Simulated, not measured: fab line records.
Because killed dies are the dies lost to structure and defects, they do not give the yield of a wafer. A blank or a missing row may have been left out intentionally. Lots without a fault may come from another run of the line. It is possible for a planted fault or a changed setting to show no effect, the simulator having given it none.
A struck lot beside a sound one | flow sfqLine | 37 steps out of a route of 325
Sound: the wafers L818.2, L818.3, L818.6. Struck: wafer L831.6. (L831.4, L831.5 of the same lot were not struck and are left out.) The cause comes at the end.
Per side, at each step with rows, come the tool, then ch with its chambers, and then its first start. Under that, the readings that differ: sound wafers | struck wafers | difference of the means | sigmas: that difference in standard deviations of wafers without a fault.
alike: same words and numbers on both sides, and readings whose means sit less than 2 such deviations apart. not compared: any withheld reading, any reading some wafer has no value for, any bound like >300 that may hide the same value, and any number with overlapping values for which the record gives no deviation.
Wherever a step has rows on one side only, a row that says differs or no value, or a row with sigmas, the two part there. Numbers that don't overlap but have no deviation are shown without sigmas and don't part them. Lack of a reading on every wafer of one side parts them only where that side has two or more wafers.

SFQ_R5_THK_MEAS_934: measures by xrf.
  sound on filmMetro-04 at day 60 16:52; struck on filmMetro-04 at day 74 10:09
  alike: R5_MONX_THK
then, 6 steps without rows for these wafers: SFQ_TRILAYER_R5_LITHO_COAT_141 (resist thk 62 nm); SFQ_TRILAYER_R5_LITHO_COAT_136 (resist thk 600 nm); SFQ_TRILAYER_R5_LITHO_SOFTBAKE_140; SFQ_TRILAYER_R5_LITHO_EXPOSE_137 (exposes mask R5, target cd 500 nm); SFQ_TRILAYER_R5_LITHO_PEB_139 (peb time 60 s); SFQ_TRILAYER_R5_LITHO_DEVELOP_138 (time 60 s).
SFQ_R5_OVL_MEAS_935:
  sound on overlay-01 at day 65 00:04; struck on overlay-02 at day 75 01:52
  alike: R5_OVL
then, 1 step without rows for these wafers: SFQ_TRILAYER_R5_BARC_OPEN_METAL_ETCH_177 (etches BARC in O2, target depth 125 nm, time 41.7 s).
SFQ_TRILAYER_R5_ETCH_METAL_ETCH_139: etches the open film in Cl2, stops on SiO2, target depth 60 nm, time 40 s.
  sound on rieMetal-02 ch 0,1, day 65 00:10; struck on rieMetal-03 ch 1, day 75 01:58
  alike: drypumpMotorCurrentA, oesProductAu
  not compared: rfHoursCounterH
then, 2 steps without rows for these wafers: SFQ_TRILAYER_R5_STRIP_STRIP_140 (strips in O2); SFQ_TRILAYER_R5_STRIP_SOLV_CLEAN_141 (cleans in NMP, time 600 s).
SFQ_TRILAYER_A5C_DEP_PECVD_142: deposits SiO2 from SiH4/N2O, time 15.556 s, target thk 70 nm.
  sound on pecvd-02 ch 0,1, day 65 01:00; struck on pecvd-03 ch 1, day 75 02:47
reading                                             | sound             | struck | difference | sigmas
model.SiO2_of_TRILAYER_A5C_DEP_PECVD_142.thkNm (nm) | 69.68 70.13 70.73 | 43.31  | -26.87     | 
  alike: chamberPressureTorr, heaterPowerW, throttleValvePct
then, 6 steps without rows for these wafers: SFQ_TRILAYER_I5_LITHO_COAT_149 (resist thk 62 nm); SFQ_TRILAYER_I5_LITHO_COAT_144 (resist thk 650 nm); SFQ_TRILAYER_I5_LITHO_SOFTBAKE_148; SFQ_TRILAYER_I5_LITHO_EXPOSE_145 (exposes mask I5, target cd 700 nm); SFQ_TRILAYER_I5_LITHO_PEB_147 (peb time 60 s); SFQ_TRILAYER_I5_LITHO_DEVELOP_146 (time 60 s).
-- the record jumps here: 4 days lie between the struck wafers' starts before and after --
SFQ_I5_OVL_MEAS_936:
  sound on overlay-02 at day 69 13:25; struck on overlay-02 at day 78 18:10
reading     | sound | struck | difference | sigmas
I5_OVL (nm) | 3 1 2 | -12    | -14        | -2
SFQ_TRILAYER_I5_BARC_OPEN_VIA_ETCH_200: etches BARC in O2, target depth 125 nm, time 41.7 s.
  sound on rieDiel-02 ch 0,1,2, day 69 13:27; struck on rieDiel-04 ch 2, day 78 18:12
  alike: drypumpMotorCurrentA, oesProductAu
  not compared: rfHoursCounterH
then, 1 step without rows for these wafers: SFQ_TRILAYER_I5_ETCH_VIA_ETCH_147 (etches the open film in CHF3, stops on Nb, target depth 360 nm).
SFQ_TRILAYER_I5_STRIP_STRIP_148: strips in O2.
  sound on rieMetal-03 ch 0,1, day 69 13:38; struck on rieMetal-01 ch 0, day 78 18:34
  alike: drypumpMotorCurrentA, oesProductAu
  not compared: rfHoursCounterH
then, 7 steps without rows for these wafers: SFQ_TRILAYER_I5_STRIP_SOLV_CLEAN_149 (cleans in NMP, time 600 s); SFQ_TRILAYER_C5_LITHO_COAT_156 (resist thk 62 nm); SFQ_TRILAYER_C5_LITHO_COAT_151 (resist thk 650 nm); SFQ_TRILAYER_C5_LITHO_SOFTBAKE_155; SFQ_TRILAYER_C5_LITHO_EXPOSE_152 (exposes mask C5, target cd 500 nm); SFQ_TRILAYER_C5_LITHO_PEB_154 (peb time 60 s); SFQ_TRILAYER_C5_LITHO_DEVELOP_153 (time 60 s).
SFQ_C5_OVL_MEAS_937:
  sound on overlay-01 at day 69 16:41; struck on overlay-01 at day 78 21:26
  alike: C5_OVL
SFQ_TRILAYER_C5_BARC_OPEN_VIA_ETCH_210: etches BARC in O2, target depth 125 nm, time 41.7 s.
  sound on rieDiel-01 ch 0,2,3, day 69 16:43; struck on rieDiel-03 ch 1, day 78 21:27
  alike: drypumpMotorCurrentA, oesProductAu
  not compared: rfHoursCounterH
SFQ_TRILAYER_C5_ETCH_VIA_ETCH_154: etches SiO2 in CHF3, stops on Nb, target depth 84 nm.
  sound on rieDiel-01 ch 0,2,3, day 69 16:46; struck on rieDiel-03 ch 1, day 78 21:29
reading                      | sound             | struck | difference | sigmas
oesProductAu (a.u.)          | 0.895 0.905 0.901 | 0.700  | -0.200     | -26
model.C5.featureDepthNm (nm) | 69.68 70.13 70.73 | 43.31  | -26.87     | 
model.etch.depthNm (nm)      | 69.68 70.13 70.73 | 43.31  | -26.87     | 
  alike: drypumpMotorCurrentA
then, 2 steps without rows for these wafers: SFQ_TRILAYER_C5_STRIP_STRIP_155 (strips in O2); SFQ_TRILAYER_C5_STRIP_SOLV_CLEAN_156 (cleans in NMP, time 600 s).
SFQ_TRILAYER_M6_DEP_PRE_CLEAN_158: time 22.5 s.
  sound on pvdSputter-06 at day 69 17:35; struck on pvdSputter-03 at day 78 22:19
reading                                             | sound             | struck | difference | sigmas
model.SiO2_of_TRILAYER_A5C_DEP_PECVD_142.thkNm (nm) | 62.18 62.63 63.23 | 35.81  | -26.87     | 
SFQ_TRILAYER_M6_DEP_SPUTTER_157: material Nb, target thk 200 nm, time 133.3 s.
  sound on pvdSputter-06 at day 69 17:37; struck on pvdSputter-03 at day 78 22:21
  alike: throttleValvePct

WHERE THEY PART
At SFQ_I5_OVL_MEAS_936 first; at SFQ_TRILAYER_C5_ETCH_VIA_ETCH_154 last (within this record only). Later steps at which nothing parts them and some readings are alike: SFQ_TRILAYER_M6_DEP_SPUTTER_157.

WHY: whatever the simulator had introduced
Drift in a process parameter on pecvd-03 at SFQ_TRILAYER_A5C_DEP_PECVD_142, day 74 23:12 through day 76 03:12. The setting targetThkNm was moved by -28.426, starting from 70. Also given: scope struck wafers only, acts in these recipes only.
